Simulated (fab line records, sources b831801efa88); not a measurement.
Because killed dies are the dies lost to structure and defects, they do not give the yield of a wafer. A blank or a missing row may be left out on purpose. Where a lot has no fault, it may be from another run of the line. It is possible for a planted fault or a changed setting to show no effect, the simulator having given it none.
Code-filled problem report in 8D (eight disciplines) form -- flow gf180mcu -- the parts of the form that need people (team, actions taken, sign-off) are left out

== 1. WHAT IS WRONG ==
V3_W_RS at GF_V3_RS_MEAS_24 reads a mean of 0.798 ohm/sq on 1 wafer of 1 lot; wafers without a fault read 0.327 ohm/sq with a standard deviation of 0.0034. That is +99 or more standard deviations from the usual mean.
The step: measures by four-point-probe.
Seen first at day 25 16:22 on film_metro-02, wafer L136.5. The record has a number at this step for 33 wafers belonging to 11 lots. The rule behind "out" and "out of limits": a value lying over 4 standard deviations away from the usual mean. The rest of the wafers with a number are treated as sound.

== 2. WHAT IT IS, AND WHAT IT ISN'T ==
question,is,is not
which readings at this step,V3_W_RS,-
which lots,L136,"L127, L128, L131, L132, L135, L146, L147, L148, L149, L150"
which wafers of those lots,L136.5,"L136.3, L136.6"
read on which gauges,film_metro-02,"film_metro-01, film_metro-04"
when,from day 25 16:22,"up to then (17 sound wafers); but 15 sound wafers of L146, L147, L148, L149, L150 came after"

== 3. THE SUSPECTS, EACH WITH WHAT RULES IT OUT ==
Counting: if a tool at a process step up to the reading ran every lot that is out, it stays a suspect. Sound lots after the first of them don't rule it out here, since some wafers of a struck lot are sound.
- the gauge at GF_V3_RS_MEAS_24 has been ruled out. All the wafers that are out were read on film_metro-02, but those of them that GF_V3_CMP_26 has rows for are out there too, on other tools.
- pecvd-01 at GF_V3_CVD_02 (deposits SiO2 from TEOS, target thk 850 nm, time 94.851 s): kept. It ran the lot that is out, L136 (day 24 17:05); its last sound lot up to then is L132 (day 23 08:24).
- pvd_sputter-01 at GF_V3_SPUTTER_22 (material TiN, target thk 10 nm, time 40 s): kept. It ran the lot that is out, L136 (day 25 16:11); its last sound lot up to then is L135 (day 25 13:02).
- cvd_w-01 at GF_V3_CVD_23 (deposits W, target thk 350 nm, time 104.9 s): kept. It ran the lot that is out, L136 (day 25 16:16); its last sound lot up to then is L132 (day 24 08:10).
- At GF_V3_CVD_23 on cvd_w-01, chamber 1 took the sound wafers of the same lots and chamber 0 took the wafers that are out.
Left after counting: pecvd-01 at GF_V3_CVD_02, pvd_sputter-01 at GF_V3_SPUTTER_22, cvd_w-01 at GF_V3_CVD_23.

== 4. THE CAUSE (what the simulator had put in) ==
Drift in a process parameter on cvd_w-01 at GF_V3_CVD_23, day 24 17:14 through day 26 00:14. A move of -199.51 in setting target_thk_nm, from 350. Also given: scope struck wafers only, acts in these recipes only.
Counting leaves 3 suspects; this tool is one of them.

== 5. THE CHAIN OF EFFECTS, in route order ==
Rows list readings where the struck wafers' mean (over those with a number) sits beyond 3 standard deviations from the usual. Only readings whose record carries a usual standard deviation are examined. hours: median over the lots of the time between each lot's start at the first step of this table that gives one and its start at this step. sigmas: the change, counted in usual standard deviations.
hours,step,reading,usual,on struck wafers,change,sigmas
0,GF_V3_RS_MEAS_24,V3_W_RS,0.327 ohm/sq,0.798,+0.471,+99 or more
0,GF_V3_THK_MEAS_25,V3_W_THK,345 nm,145,-200,-49
0,GF_V3_CMP_26,time_to_endpoint_s,85 s,38,-47,-13
It contains these process steps:
- GF_V3_CMP_26: polishes, stops on SiO2, t overpolish 15 s, target thk 0 nm.
At these later measuring or inspecting steps, every struck wafer for which the step has a row has a number for every such reading, and none has moved that far: GF_M4_THK_MEAS_06.

== 6. HOW IT WOULD HAVE BEEN CAUGHT EARLIER ==
The first out-of-limits reading at a measuring or inspecting step in this record came at day 25 16:22, 23 hours after the fault's start at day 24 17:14.
No tool reading at GF_V3_CVD_23 that has a usual standard deviation in the record was out on any struck wafer, so an alarm limit of 4 standard deviations on those readings would not have fired.
Lots out: 1; all had begun GF_V3_CVD_23 on cvd_w-01 by day 25 16:22. None of them would have been spared by holding the tool at that moment.
